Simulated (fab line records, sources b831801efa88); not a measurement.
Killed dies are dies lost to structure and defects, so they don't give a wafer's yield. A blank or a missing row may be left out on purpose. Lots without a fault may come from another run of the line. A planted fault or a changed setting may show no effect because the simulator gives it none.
fab line records | flow gf180mcu
record lots=5 wafers=15 last_day=33
route steps=602 shown M1@319 V1@335
lots that met no fault: from a run of the same line without faults
start_h: hours from the record's first day to the start of the lot's first wafer shown | wait_h: hours since the lot's step before | " the same as in the row above | L1.1+2: a row that stands for several wafers | - no value, or no start given | * or withheld: withheld | < > ~ a bound
route shown NAME@n: a module of which the file shows steps, and the number in the route of the first | usual: mean/standard deviation of fault-free wafers | same: alike in all rows | chamber/n: place in a boat | sites: the reading at each site | _std_site: their standard deviation | _edge_site: outer sites' mean less inner sites' | radius_mm: how far each site lies from the wafer's centre | mask NAME#n: copy n | behind: the tool/chamber that last shaped the wafer | hold: why the lot was held/for how many hours/how that ended | device: the transistor (n, p or np) that didn't switch | end of line: the same wafers' tests at the end of the route | a step without rows: its recipe alone | killed: dies lost to structure and defects at the first sort, not the wafer's yield | map: a wafer's dies, x killed, . not, _ none there
set.NAME: the setting as run; set.NAME@STEP: as run at that earlier step | model.NAME: the simulator's own value behind a step, which no gauge read
lots at some steps of the route; a table a step, a row a wafer
services: from which hour (start_h, from the record's first day; less than 0 if before it) a tool's chamber was out of use, for how many hours, and why
## steps
# step GF_M1_SPUTTER_04
# recipe material=TiN target_thk_nm=50 power_w=6500 time_s=41.7 chamber_pressure_pa=0.4
# usual throttle_valve_pct=30.2/1.2
# columns lot.wafer tool chamber start_h wait_h throttle_valve_pct
L074.1 pvd_sputter-02 - 365.80 0.0 31.8
L074.3 " - " " 30.2
L074.5 " - " " 31.3
L075.1 pvd_sputter-04 - 370.65 0.0 29.8
L075.4 " - " " 29.0
L075.6 " - " " 28.8
L082.2 pvd_sputter-01 - 436.60 0.0 28.9
L082.4 " - " " 30.3
L082.6 " - " " 29.9
L087.1 pvd_sputter-02 - 476.97 0.0 31.9
L087.2 " - " " 31.3
L087.6 " - " " 32.0
L091.1 pvd_sputter-01 - 516.99 0.0 28.8
L091.2 " - " " 29.9
L091.4 " - " " 27.8
# step GF_M1_RS_MEAS_05
# recipe thk_meas_gauge=four-point-probe reads=TiN_of_M1_SPUTTER_04+Ti_of_M1_SPUTTER_03+AlCu_of_M1_SPUTTER_02+TiN_of_M1_SPUTTER_01+Ti_of_M1_SPUTTER_00
# usual M1_ALCU_RS=0.0695/0.00083
# columns lot.wafer tool chamber start_h wait_h M1_ALCU_RS[ohm/sq]
L074.1 film_metro-02 - 365.84 0.0 0.0693
L074.3 " - " " 0.0702
L074.5 " - " " 0.0699
L075.1 film_metro-03 - 370.69 0.0 0.0683
L075.4 " - " " 0.0704
L075.6 " - " " 0.0707
L082.2 film_metro-01 - 436.66 0.0 0.0711
L082.4 " - " " 0.0702
L082.6 " - " " 0.0692
L087.1 film_metro-02 - 477.01 0.0 0.0681
L087.2 " - " " 0.0693
L087.6 " - " " 0.0678
L091.1 film_metro-01 - 517.03 0.0 0.0700
L091.2 " - " " 0.0689
L091.4 " - " " 0.0704
# step GF_M1_THK_MEAS_06
# recipe thk_meas_gauge=xrf reads=AlCu_of_M1_SPUTTER_02
# usual M1_ALCU_THK=449/5.4
# columns lot.wafer tool chamber start_h wait_h M1_ALCU_THK[nm]
L074.1 film_metro-02 - 365.96 0.1 452
L074.3 " - " " 446
L074.5 " - " " 447
L075.1 film_metro-03 - 370.81 0.1 457
L075.4 " - " " 441
L075.6 " - " " 440
L082.2 film_metro-01 - 436.77 0.1 442
L082.4 " - " " 447
L082.6 " - " " 451
L087.1 film_metro-02 - 477.13 0.1 455
L087.2 " - " " 450
L087.6 " - " " 458
L091.1 film_metro-01 - 517.15 0.1 445
L091.2 " - " " 453
L091.4 " - " " 442
# step GF_M1_DEHYDRATE_07
# recipe temp_c=200 time_s=60
# usual exhaust_pa=45.1/0.97
# columns lot.wafer tool chamber start_h wait_h exhaust_pa
L074.1 litho_track-03 0 376.96 11.0 43.9
L074.3 " 0 " " 44.0
L074.5 " 0 " " 44.2
L075.1 litho_track-01 0 381.82 11.0 47.0
L075.4 " 0 " " 45.7
L075.6 " 0 " " 44.6
L082.2 litho_track-04 0 448.05 11.3 44.0
L082.4 " 0 " " 44.3
L082.6 " 0 " " 45.4
L087.1 litho_track-01 0 488.67 11.5 47.4
L087.2 " 0 " " 45.5
L087.6 " 0 " " 46.8
L091.1 litho_track-01 0 528.07 10.9 46.0
L091.2 " 0 " " 43.7
L091.4 " 0 " " 44.4
# step GF_M1_HMDS_08
# recipe prime_time_s=60 prime_temp_c=120
# usual exhaust_pa=45.3/0.87 prime_temp_c=120.02/0.12
# columns lot.wafer tool chamber start_h wait_h exhaust_pa prime_temp_c
L074.1 litho_track-03 0 377.11 0.1 45.7 119.94
L074.3 " 0 " " 45.9 120.22
L074.5 " 0 " " 45.3 120.06
L075.1 litho_track-01 0 381.97 0.1 44.1 119.93
L075.4 " 0 " " 43.3 119.93
L075.6 " 0 " " 44.0 120.08
L082.2 litho_track-04 0 448.20 0.1 44.6 120.01
L082.4 " 0 " " 45.4 119.99
L082.6 " 0 " " 45.3 119.92
L087.1 litho_track-01 0 488.82 0.1 45.3 119.82
L087.2 " 0 " " 44.1 119.92
L087.6 " 0 " " 45.4 119.97
L091.1 litho_track-01 0 528.22 0.1 45.6 120.18
L091.2 " 0 " " 43.6 119.90
L091.4 " 0 " " 44.9 120.17
# step GF_M1_COAT_09
# recipe resist=KrF spin_rpm=withheld resist_thk_nm=1000
# usual exhaust_pa=45.3/0.84
# columns lot.wafer tool chamber start_h wait_h exhaust_pa
L074.1 litho_track-03 0 377.26 0.1 45.4
L074.3 " 0 " " 45.6
L074.5 " 0 " " 45.6
L075.1 litho_track-01 0 382.12 0.1 47.1
L075.4 " 0 " " 46.2
L075.6 " 0 " " 46.0
L082.2 litho_track-04 0 448.35 0.1 44.4
L082.4 " 0 " " 44.0
L082.6 " 0 " " 44.9
L087.1 litho_track-01 0 488.97 0.1 46.0
L087.2 " 0 " " 45.4
L087.6 " 0 " " 46.0
L091.1 litho_track-01 0 528.37 0.1 45.1
L091.2 " 0 " " 44.7
L091.4 " 0 " " 45.1
# step GF_M1_SOFTBAKE_10
# recipe temp_c=130 time_s=60 resist=KrF
# usual exhaust_pa=44.8/0.99
# columns lot.wafer tool chamber start_h wait_h exhaust_pa
L074.1 litho_track-03 0 377.41 0.1 43.8
L074.3 " 0 " " 44.5
L074.5 " 0 " " 44.9
L075.1 litho_track-01 0 382.27 0.1 43.8
L075.4 " 0 " " 43.5
L075.6 " 0 " " 44.0
L082.2 litho_track-04 0 448.50 0.1 46.5
L082.4 " 0 " " 46.5
L082.6 " 0 " " 45.2
L087.1 litho_track-01 0 489.12 0.1 45.6
L087.2 " 0 " " 45.8
L087.6 " 0 " " 44.7
L091.1 litho_track-01 0 528.52 0.1 45.1
L091.2 " 0 " " 46.7
L091.4 " 0 " " 44.1
# step GF_M1_EXPOSE_11
# recipe mask_id=Metal1 target_cd_nm=230 na=0.68 source_shape=conventional sigma_outer=0.6 dose_mj=28
# usual exposure_dose_mJ_cm2=28.005/0.029
# columns lot.wafer tool chamber start_h wait_h mask exposure_dose_mJ_cm2
L074.1 krf_scanner-01 0 - - Metal1#0 28.061
L074.3 " 0 " " Metal1#0 27.954
L074.5 " 0 " " Metal1#0 28.009
L075.1 krf_scanner-01 0 - - Metal1#0 28.019
L075.4 " 0 " " Metal1#0 28.006
L075.6 " 0 " " Metal1#0 27.985
L082.2 krf_scanner-01 0 - - Metal1#0 28.016
L082.4 " 0 " " Metal1#0 28.003
L082.6 " 0 " " Metal1#0 28.007
L087.1 krf_scanner-02 0 - - Metal1#0 27.998
L087.2 " 0 " " Metal1#0 27.987
L087.6 " 0 " " Metal1#0 28.044
L091.1 krf_scanner-02 0 - - Metal1#0 28.003
L091.2 " 0 " " Metal1#0 28.011
L091.4 " 0 " " Metal1#0 27.992
# step GF_M1_PEB_12
# recipe peb_temp_c=135 peb_time_s=90 resist=KrF
# usual exhaust_pa=44.9/0.82
# columns lot.wafer tool chamber start_h wait_h exhaust_pa
L074.1 litho_track-03 0 - - 44.6
L074.3 " 0 " " 45.0
L074.5 " 0 " " 43.5
L075.1 litho_track-01 0 - - 46.8
L075.4 " 0 " " 45.1
L075.6 " 0 " " 47.1
L082.2 litho_track-01 0 - - 45.6
L082.4 " 0 " " 45.0
L082.6 " 0 " " 44.8
L087.1 litho_track-04 0 - - 46.7
L087.2 " 0 " " 44.7
L087.6 " 0 " " 44.9
L091.1 litho_track-04 0 - - 44.8
L091.2 " 0 " " 45.8
L091.4 " 0 " " 46.0
# step GF_M1_DEVELOP_13
# recipe develop_time_s=60 dev_temp_c=21
# usual exhaust_pa=45.0/0.82
# columns lot.wafer tool chamber start_h wait_h exhaust_pa
L074.1 litho_track-03 0 388.56 0.2 44.9
L074.3 " 0 " " 44.4
L074.5 " 0 " " 44.6
L075.1 litho_track-01 0 392.47 0.2 44.0
L075.4 " 0 " " 45.1
L075.6 " 0 " " 43.8
L082.2 litho_track-01 0 460.99 0.2 44.9
L082.4 " 0 " " 44.7
L082.6 " 0 " " 45.1
L087.1 litho_track-04 0 500.22 0.2 47.4
L087.2 " 0 " " 45.3
L087.6 " 0 " " 45.7
L091.1 litho_track-04 0 539.47 0.2 44.4
L091.2 " 0 " " 45.6
L091.4 " 0 " " 44.6
# step GF_M1_CD_MEAS_14
# recipe target_cd_nm=230
# usual cd_nm=229.8/1.2
# columns lot.wafer tool chamber start_h wait_h cd_nm
L074.1 cd_sem-02 - 388.71 0.1 228.4
L074.3 " - " " 229.8
L074.5 " - " " 229.1
L075.1 cd_sem-02 - 392.62 0.1 230.8
L075.4 " - " " 230.3
L075.6 " - " " 229.8
L082.2 cd_sem-01 - 461.14 0.1 230.7
L082.4 " - " " 230.1
L082.6 " - " " 230.4
L087.1 cd_sem-02 - 500.37 0.1 230.0
L087.2 " - " " 230.2
L087.6 " - " " 230.5
L091.1 cd_sem-01 - 539.62 0.1 232.1
L091.2 " - " " 232.4
L091.4 " - " " 232.0
# step GF_M1_OVL_MEAS_15
# usual M1_OVL=-3/7.1
# columns lot.wafer tool chamber start_h wait_h M1_OVL[nm]
L074.1 overlay-02 - 388.83 0.1 5
L074.3 " - " " 2
L074.5 " - " " 5
L075.1 overlay-02 - 392.74 0.1 -2
L075.4 " - " " 3
L075.6 " - " " -4
L082.2 overlay-01 - 461.24 0.1 -2
L082.4 " - " " -5
L082.6 " - " " 1
L087.1 overlay-02 - 500.49 0.1 3
L087.2 " - " " -1
L087.6 " - " " 7
L091.1 overlay-01 - 539.74 0.1 -1
L091.2 " - " " -13
L091.4 " - " " -12
# step GF_M1_METAL_ETCH_16
# recipe chemistry=Cl2/BCl3 mask_material=KrF target_depth_nm=627.5 stop_on=SiO2 pressure_mtorr=8 icp_w=800 bias_w=140 Cl2_flow_sccm=80 bcl3_flow_sccm=40 time_s=104.6
# usual bias_w=140.0/0.38 drypump_motor_current_A=5.2/0.45 oes_product_au=0.970/0.0069 throttle_valve_pct=28.251/0.011
# columns lot.wafer tool chamber start_h wait_h bias_w drypump_motor_current_A oes_product_au rf_hours_counter_h throttle_valve_pct
L074.1 rie_metal-01 1 388.86 0.0 139.6 4.8 0.974 0 28.263
L074.3 " 0 " " 139.2 5.7 0.974 - 28.246
L074.5 " 0 " " 140.4 5.7 0.970 - 28.247
L075.1 rie_metal-01 0 392.77 0.0 140.0 5.7 0.983 10 28.242
L075.4 " 0 " " 140.2 5.7 0.969 - 28.250
L075.6 " 1 " " 139.9 4.8 0.961 - 28.255
L082.2 rie_metal-04 0 461.27 0.0 140.0 5.0 0.960 5 28.270
L082.4 " 0 " " 140.2 5.0 0.974 - 28.248
L082.6 " 0 " " 139.7 5.0 0.962 - 28.273
L087.1 rie_metal-02 1 500.53 0.0 140.1 4.9 0.986 8 28.243
L087.2 " 0 " " 139.8 6.1 0.983 5 28.244
L087.6 " 1 " " 140.0 4.9 0.981 - 28.245
L091.1 rie_metal-02 1 539.78 0.0 140.4 4.9 0.972 9 28.258
L091.2 " 0 " " 139.8 6.1 0.973 6 28.252
L091.4 " 1 " " 139.8 4.9 0.967 - 28.249
# step GF_M1_STRIP_17
# recipe chemistry=O2/N2 power_w=1400 pressure_mtorr=1500 platen_temp_c=250 o2_flow_sccm=3000 n2_flow_sccm=300 overash_fraction=0.5
# usual drypump_motor_current_A=5.9/0.57 heater_power_w=327/27 oes_product_au=0.559/0.0049 strip_time_to_endpoint_s=7.91/0.047
# columns lot.wafer tool chamber start_h wait_h drypump_motor_current_A heater_power_w oes_product_au rf_hours_counter_h strip_time_to_endpoint_s
L074.1 plasma_asher-02 0 388.98 0.1 6.1 331 0.556 75 7.83
L074.3 " 1 " " 6.0 346 0.558 - 7.88
L074.5 " 0 " " 6.1 339 0.557 - 7.91
L075.1 plasma_asher-02 0 392.89 0.1 6.1 337 0.550 76 7.89
L075.4 " 0 " " 6.1 332 0.564 - 7.88
L075.6 " 1 " " 6.0 346 0.562 - 7.87
L082.2 plasma_asher-01 0 461.39 0.1 5.6 324 0.561 71 7.96
L082.4 " 0 " " 5.6 330 0.560 - 7.95
L082.6 " 0 " " 5.6 315 0.567 - 7.95
L087.1 plasma_asher-03 1 500.64 0.1 6.5 309 0.564 40 7.81
L087.2 " 0 " " 4.8 363 0.554 40 7.88
L087.6 " 0 " " 4.7 375 0.556 - 7.88
L091.1 plasma_asher-03 0 539.89 0.1 4.8 364 0.560 44 7.83
L091.2 " 1 " " 6.5 308 0.563 44 7.90
L091.4 " 1 " " 6.5 302 0.562 - 7.84
# step GF_M1_STRIP_18
# recipe chemistry=post_etch_residue_remover time_s=1200 temp_c=72.5
# usual temp_c=72.48/0.13
# columns lot.wafer tool chamber start_h wait_h temp_c
L074.1 wet_bench-03 3 389.08 0.1 72.43
L074.3 " 3 " " 72.55
L074.5 " 3 " " 72.43
L075.1 wet_bench-03 2 392.99 0.1 72.41
L075.4 " 2 " " 72.19
L075.6 " 2 " " 72.45
L082.2 wet_bench-03 2 461.49 0.1 72.70
L082.4 " 2 " " 72.63
L082.6 " 2 " " 72.78
L087.1 wet_bench-01 3 500.74 0.1 72.49
L087.2 " 3 " " 72.41
L087.6 " 3 " " 72.53
L091.1 wet_bench-03 0 539.99 0.1 72.50
L091.2 " 0 " " 72.62
L091.4 " 0 " " 72.49
# step GF_M1_CLEAN_19
# recipe chemistry=DIW dry=n2_spin
# columns lot.wafer tool chamber start_h wait_h
L074.1+3+5 wet_bench-03 1 389.50 0.1
L075.1+4+6 wet_bench-04 3 393.33 0.0
L082.2+4+6 wet_bench-01 3 461.83 0.0
L087.1+2+6 wet_bench-04 3 501.08 0.0
L091.1+2+4 wet_bench-01 1 540.33 0.0
# step GF_V1_CVD_00
# recipe material=SiO2 target_thk_nm=600 sigma_open_frac=0.3 temp_c=400 time_s=100 sih4_flow_sccm=60 pressure_mtorr=6
# columns lot.wafer tool chamber start_h wait_h
L074.1+3+5 hdpcvd-01 1,0,2 389.60 0.0
L075.1+4+6 hdpcvd-02 2,0,1 393.51 0.0
L082.2+4+6 hdpcvd-02 1,0,1 462.03 0.0
L087.1+2+6 hdpcvd-02 1,2,1 501.18 0.0
L091.1+2+4 hdpcvd-02 2,1,2 540.42 0.0
# step GF_V1_THK_MEAS_01
# recipe reads=SiO2_of_V1_CVD_00
# usual V1_CVD_00_THK=597/8.2
# columns lot.wafer tool chamber start_h wait_h V1_CVD_00_THK[nm]
L074.1 film_metro-01 - 389.68 0.0 592
L074.3 " - " " 585
L074.5 " - " " 584
L075.1 film_metro-02 - 393.58 0.0 600
L075.4 " - " " 594
L075.6 " - " " 585
L082.2 film_metro-02 - 462.11 0.0 587
L082.4 " - " " 592
L082.6 " - " " 588
L087.1 film_metro-02 - 501.25 0.0 588
L087.2 " - " " 593
L087.6 " - " " 588
L091.1 film_metro-02 - 540.50 0.0 589
L091.2 " - " " 586
L091.4 " - " " 596
# step GF_V1_CVD_02
# recipe material=SiO2 target_thk_nm=850 precursor=TEOS temp_c=400 time_s=94.851 rf_w=600
# usual heater_power_w=605/130
# columns lot.wafer tool chamber start_h wait_h heater_power_w
L074.1 pecvd-04 0 389.74 0.1 673
L074.3 " 1 " " 479
L074.5 " 0 " " 537
L075.1 pecvd-02 1 393.64 0.1 539
L075.4 " 0 " " 603
L075.6 " 1 " " 555
L082.2 pecvd-03 1 462.16 0.0 715
L082.4 " 0 " " 471
L082.6 " 1 " " 613
L087.1 pecvd-03 0 501.31 0.1 459
L087.2 " 2 " " 799
L087.6 " 0 " " 368
L091.1 pecvd-03 1 540.56 0.1 758
L091.2 " 0 " " 378
L091.4 " 1 " " 612
# step GF_V1_THK_MEAS_03
# recipe reads=SiO2_of_V1_CVD_02
# usual V1_CVD_02_THK=853/14
# columns lot.wafer tool chamber start_h wait_h V1_CVD_02_THK[nm]
L074.1 film_metro-02 - 389.80 0.0 855
L074.3 " - " " 856
L074.5 " - " " 856
L075.1 film_metro-02 - 393.71 0.0 862
L075.4 " - " " 848
L075.6 " - " " 871
L082.2 film_metro-01 - 462.24 0.0 859
L082.4 " - " " 879
L082.6 " - " " 878
L087.1 film_metro-01 - 501.38 0.0 851
L087.2 " - " " 846
L087.6 " - " " 857
L091.1 film_metro-01 - 540.63 0.0 841
L091.2 " - " " 852
L091.4 " - " " 848
# step GF_V1_CMP_04
# recipe material=SiO2 down_force_psi=4 platen_rpm=60 pad_velocity_m_s=0.94248
# usual motor_current_A=12.0/1 slurry_flow_ml_min=150.0/0.51 time_to_endpoint_s=81/6
# columns lot.wafer tool chamber start_h wait_h motor_current_A slurry_flow_ml_min time_to_endpoint_s
L074.3 cmp-01 2 389.96 0.1 10.8 150.5 87
L074.1 " 3 " " 11.5 150.8 83
L074.5 " 1 " " 12.7 150.0 81
L075.4 cmp-02 2 393.89 0.1 12.3 149.7 79
L075.1 " 3 " " 13.5 149.9 78
L075.6 " 2 " " 12.4 150.2 84
L082.2 cmp-02 3 462.34 0.1 13.0 150.1 78
L082.4 " 0 " " 12.0 149.6 86
L082.6 " 2 " " 12.5 150.2 91
L087.1 cmp-02 3 501.44 0.1 12.1 149.9 82
L087.2 " 0 " " 12.8 150.0 81
L087.6 " 0 " " 12.9 150.0 84
L091.4 cmp-01 0 540.69 0.0 10.4 149.9 76
L091.1 " 2 " " 10.8 149.8 79
L091.2 " 3 " " 12.1 151.2 81
# step GF_V1_BOW_MEAS_05
# recipe mode=bow
# usual V1_BOW=81/7.4
# columns lot.wafer tool chamber start_h wait_h V1_BOW[um]
L074.1 film_metro-02 - 390.18 0.1 76
L074.3 " - " " 78
L074.5 " - " " 72
L075.1 film_metro-02 - 394.19 0.2 74
L075.4 " - " " 82
L075.6 " - " " 83
L082.2 film_metro-04 - 462.61 0.2 89
L082.4 " - " " 74
L082.6 " - " " 83
L087.1 film_metro-02 - 501.74 0.2 92
L087.2 " - " " 86
L087.6 " - " " 77
L091.1 film_metro-02 - 540.99 0.1 81
L091.2 " - " " 78
L091.4 " - " " 86
# step GF_V1_DEHYDRATE_06
# recipe temp_c=200 time_s=60
# usual exhaust_pa=45.2/0.86
# columns lot.wafer tool chamber start_h wait_h exhaust_pa
L074.1 litho_track-01 0 401.27 11.1 45.1
L074.3 " 0 " " 45.3
L074.5 " 0 " " 44.4
L075.1 litho_track-01 0 405.47 11.3 45.9
L075.4 " 0 " " 44.9
L075.6 " 0 " " 45.0
L082.2 litho_track-02 0 474.12 11.5 45.2
L082.4 " 0 " " 44.3
L082.6 " 0 " " 44.7
L087.1 litho_track-01 0 512.97 11.2 45.8
L087.2 " 0 " " 44.1
L087.6 " 0 " " 45.5
L091.1 litho_track-03 0 551.91 10.9 46.0
L091.2 " 0 " " 44.7
L091.4 " 0 " " 45.3
# step GF_V1_HMDS_07
# recipe prime_time_s=60 prime_temp_c=120
# usual exhaust_pa=45.0/0.78 prime_temp_c=119.97/0.13
# columns lot.wafer tool chamber start_h wait_h exhaust_pa prime_temp_c
L074.1 litho_track-01 0 401.42 0.1 45.7 119.83
L074.3 " 0 " " 45.5 119.93
L074.5 " 0 " " 45.6 119.79
L075.1 litho_track-01 0 405.62 0.1 46.2 120.12
L075.4 " 0 " " 45.5 119.86
L075.6 " 0 " " 45.1 120.00
L082.2 litho_track-02 0 474.27 0.1 45.8 120.11
L082.4 " 0 " " 45.6 119.90
L082.6 " 0 " " 44.5 120.01
L087.1 litho_track-01 0 513.12 0.1 45.6 120.04
L087.2 " 0 " " 46.0 120.01
L087.6 " 0 " " 45.5 120.10
L091.1 litho_track-03 0 552.06 0.1 44.7 119.96
L091.2 " 0 " " 45.0 119.78
L091.4 " 0 " " 45.1 119.79
# step GF_V1_COAT_08
# recipe resist=BARC temp_c=withheld time_s=withheld spin_rpm=withheld resist_thk_nm=withheld
# usual exhaust_pa=44.9/0.82
# columns lot.wafer tool chamber start_h wait_h exhaust_pa
L074.1 litho_track-01 0 401.57 0.1 45.0
L074.3 " 0 " " 45.1
L074.5 " 0 " " 45.3
L075.1 litho_track-01 0 405.77 0.1 45.6
L075.4 " 0 " " 45.9
L075.6 " 0 " " 45.4
L082.2 litho_track-02 0 474.42 0.1 42.1
L082.4 " 0 " " 44.2
L082.6 " 0 " " 43.7
L087.1 litho_track-01 0 513.27 0.1 44.9
L087.2 " 0 " " 44.0
L087.6 " 0 " " 44.4
L091.1 litho_track-03 0 552.21 0.1 43.7
L091.2 " 0 " " 45.7
L091.4 " 0 " " 44.6
# step GF_V1_COAT_09
# recipe resist=KrF spin_rpm=withheld resist_thk_nm=1000
# usual exhaust_pa=44.9/0.98
# columns lot.wafer tool chamber start_h wait_h exhaust_pa
L074.1 litho_track-01 0 - - 44.6
L074.3 " 0 " " 45.7
L074.5 " 0 " " 46.1
L075.1 litho_track-01 0 - - 47.4
L075.4 " 0 " " 45.5
L075.6 " 0 " " 47.1
L082.2 litho_track-02 0 - - 45.7
L082.4 " 0 " " 44.4
L082.6 " 0 " " 46.2
L087.1 litho_track-01 0 - - 43.4
L087.2 " 0 " " 43.8
L087.6 " 0 " " 44.0
L091.1 litho_track-03 0 - - 45.7
L091.2 " 0 " " 44.9
L091.4 " 0 " " 44.6
# step GF_V1_SOFTBAKE_10
# recipe temp_c=130 time_s=60 resist=KrF
# usual exhaust_pa=45.2/0.99
# columns lot.wafer tool chamber start_h wait_h exhaust_pa
L074.1 litho_track-01 0 - - 46.3
L074.3 " 0 " " 45.0
L074.5 " 0 " " 46.5
L075.1 litho_track-01 0 - - 45.9
L075.4 " 0 " " 46.4
L075.6 " 0 " " 44.6
L082.2 litho_track-02 0 - - 44.1
L082.4 " 0 " " 44.6
L082.6 " 0 " " 44.0
L087.1 litho_track-01 0 - - 45.7
L087.2 " 0 " " 45.4
L087.6 " 0 " " 45.7
L091.1 litho_track-03 0 - - 45.2
L091.2 " 0 " " 44.4
L091.4 " 0 " " 43.9
# step GF_V1_EXPOSE_11
# recipe mask_id=Via1 target_cd_nm=260 na=0.68 source_shape=conventional sigma_outer=0.6 dose_mj=38
# usual exposure_dose_mJ_cm2=38.00/0.04
# columns lot.wafer tool chamber start_h wait_h mask exposure_dose_mJ_cm2
L074.1 krf_scanner-02 0 - - Via1#0 37.97
L074.3 " 0 " " Via1#0 37.95
L074.5 " 0 " " Via1#0 37.95
L075.1 krf_scanner-01 0 - - Via1#0 37.98
L075.4 " 0 " " Via1#0 38.01
L075.6 " 0 " " Via1#0 37.98
L082.2 krf_scanner-02 0 - - Via1#0 37.95
L082.4 " 0 " " Via1#0 38.02
L082.6 " 0 " " Via1#0 38.00
L087.1 krf_scanner-01 0 - - Via1#0 38.03
L087.2 " 0 " " Via1#0 38.04
L087.6 " 0 " " Via1#0 38.06
L091.1 krf_scanner-01 0 - - Via1#0 37.96
L091.2 " 0 " " Via1#0 37.96
L091.4 " 0 " " Via1#0 37.98
# step GF_V1_PEB_12
# recipe peb_temp_c=135 peb_time_s=90 resist=KrF
# usual exhaust_pa=45.0/0.78
# columns lot.wafer tool chamber start_h wait_h exhaust_pa
L074.1 litho_track-02 0 - - 45.3
L074.3 " 0 " " 44.7
L074.5 " 0 " " 45.1
L075.1 litho_track-02 0 - - 46.0
L075.4 " 0 " " 45.7
L075.6 " 0 " " 46.3
L082.2 litho_track-01 0 - - 46.4
L082.4 " 0 " " 45.6
L082.6 " 0 " " 46.0
L087.1 litho_track-01 0 - - 44.3
L087.2 " 0 " " 44.9
L087.6 " 0 " " 44.8
L091.1 litho_track-01 0 - - 45.2
L091.2 " 0 " " 45.9
L091.4 " 0 " " 45.1
# step GF_V1_DEVELOP_13
# recipe develop_time_s=60 resist=KrF dev_temp_c=21
# usual exhaust_pa=45.3/0.9
# columns lot.wafer tool chamber start_h wait_h exhaust_pa
L074.1 litho_track-02 0 413.20 0.2 45.3
L074.3 " 0 " " 46.3
L074.5 " 0 " " 45.8
L075.1 litho_track-02 0 417.35 0.2 43.6
L075.4 " 0 " " 45.3
L075.6 " 0 " " 45.5
L082.2 litho_track-01 0 486.69 0.2 45.8
L082.4 " 0 " " 45.9
L082.6 " 0 " " 45.3
L087.1 litho_track-01 0 524.32 0.2 45.0
L087.2 " 0 " " 45.6
L087.6 " 0 " " 46.3
L091.1 litho_track-01 0 563.22 0.2 45.0
L091.2 " 0 " " 44.8
L091.4 " 0 " " 44.3
# step GF_V1_CD_MEAS_14
# recipe target_cd_nm=260
# usual cd_nm=259.8/1.1
# columns lot.wafer tool chamber start_h wait_h cd_nm
L074.1 cd_sem-01 - 413.35 0.1 261.1
L074.3 " - " " 261.3
L074.5 " - " " 260.5
L075.1 cd_sem-01 - 417.50 0.1 258.2
L075.4 " - " " 258.8
L075.6 " - " " 258.9
L082.2 cd_sem-02 - 486.84 0.1 259.6
L082.4 " - " " 258.1
L082.6 " - " " 258.6
L087.1 cd_sem-01 - 524.47 0.1 258.8
L087.2 " - " " 258.9
L087.6 " - " " 260.7
L091.1 cd_sem-01 - 563.37 0.1 259.8
L091.2 " - " " 259.4
L091.4 " - " " 259.0
# step GF_V1_OVL_MEAS_15
# usual V1_OVL=6/5.8
# columns lot.wafer tool chamber start_h wait_h V1_OVL[nm]
L074.1 overlay-01 - 413.50 0.1 9
L074.3 " - " " 16
L074.5 " - " " 7
L075.1 overlay-01 - 417.62 0.1 8
L075.4 " - " " 15
L075.6 " - " " 11
L082.2 overlay-02 - 486.94 0.1 18
L082.4 " - " " 17
L082.6 " - " " 15
L087.1 overlay-01 - 524.59 0.1 -1
L087.2 " - " " 2
L087.6 " - " " -5
L091.1 overlay-02 - 563.49 0.1 -1
L091.2 " - " " -6
L091.4 " - " " 2
# step GF_V1_ETCH_16
# recipe chemistry=N2/H2 target_depth_a=withheld overetch_a=withheld time_s=withheld target=BARC ion_energy_ev=200 source_w=500 bias_w=100 pressure_mtorr=30 n2_flow_sccm=100 h2_flow_sccm=200
# usual bias_w=100.0/0.32 drypump_motor_current_A=5.8/0.49 oes_product_au=0.855/0.0046 throttle_valve_pct=13.224/0.0094
# columns lot.wafer tool chamber start_h wait_h bias_w drypump_motor_current_A oes_product_au throttle_valve_pct
L074.1 rie_diel-04 3 413.54 0.0 99.6 5.1 0.859 13.225
L074.3 " 1 " " 100.1 5.9 0.856 13.226
L074.5 " 2 " " 100.0 6.6 0.868 13.235
L075.1 rie_diel-02 3 417.65 0.0 99.8 5.4 0.853 13.221
L075.4 " 0 " " 99.5 6.1 0.846 13.237
L075.6 " 2 " " 100.1 6.0 0.857 13.208
L082.2 rie_diel-01 0 486.97 0.0 100.2 5.3 0.858 13.225
L082.4 " 0 " " 99.8 5.3 0.853 13.222
L082.6 " 2 " " 100.3 6.0 0.845 13.235
L087.1 rie_diel-01 1 524.62 0.0 99.7 6.2 0.862 13.225
L087.2 " 2 " " 99.7 6.0 0.848 13.225
L087.6 " 0 " " 99.9 5.3 0.853 13.219
L091.1 rie_diel-04 0 563.52 0.0 100.1 4.7 0.851 13.221
L091.2 " 2 " " 99.6 6.6 0.854 13.229
L091.4 " 3 " " 100.0 5.2 0.860 13.222
# step GF_V1_ETCH_17
# recipe chemistry=C4F8/O2/Ar mask_material=KrF target=SiO2 stop_on=TiN source_w=1500 bias_w=1200 pressure_mtorr=40 c4f8_flow_sccm=withheld O2_flow_sccm=6 Ar_flow_sccm=300 time_s=withheld target_depth_a=6300
# usual bias_w=1200/3.4 oes_product_au=0.855/0.0049
# columns lot.wafer tool chamber start_h wait_h bias_w oes_product_au
L074.1 rie_diel-04 3 - - 1201 0.865
L074.3 " 1 " " 1206 0.859
L074.5 " 2 " " 1196 0.861
L075.1 rie_diel-02 3 - - 1201 0.844
L075.4 " 0 " " 1201 0.857
L075.6 " 2 " " 1200 0.857
L082.2 rie_diel-01 0 - - 1197 0.848
L082.4 " 0 " " 1202 0.849
L082.6 " 2 " " 1200 0.856
L087.1 rie_diel-01 1 - - 1196 0.859
L087.2 " 2 " " 1202 0.859
L087.6 " 0 " " 1197 0.866
L091.1 rie_diel-04 0 - - 1197 0.859
L091.2 " 2 " " 1198 0.850
L091.4 " 3 " " 1195 0.862
## services
# columns tool chamber start_h hours kind
wet_bench-03 - 361.34 0.5 repair
krf_scanner-01 - 369.76 0.3 repair
rie_diel-04 1 372.42 3.2 repair
krf_scanner-02 - 388.49 0.8 pm
krf_scanner-01 - 424.66 7.2 pm
rie_diel-04 - 427.13 28.1 pm
krf_scanner-02 - 432.54 3.6 pm
krf_scanner-01 - 434.09 0.6 repair
krf_scanner-02 - 439.14 11.1 repair
hdpcvd-02 - 446.32 1.0 repair
krf_scanner-02 - 450.25 1.0 pm
krf_scanner-02 - 459.27 1.3 pm
rie_diel-01 3 464.60 87.3 repair
hdpcvd-02 1 467.69 6.7 repair
krf_scanner-01 - 473.95 3.0 repair
krf_scanner-01 - 488.37 1.0 pm
krf_scanner-01 - 489.54 0.8 pm
rie_diel-01 - 498.68 2.8 pm
krf_scanner-01 - 504.01 1.3 pm
rie_diel-04 - 513.26 2.8 pm
rie_diel-04 2 520.77 5.5 repair
krf_scanner-01 - 526.47 13.7 repair
krf_scanner-01 - 540.16 4.4 pm
krf_scanner-01 - 544.54 4.4 pm
## key
fault none
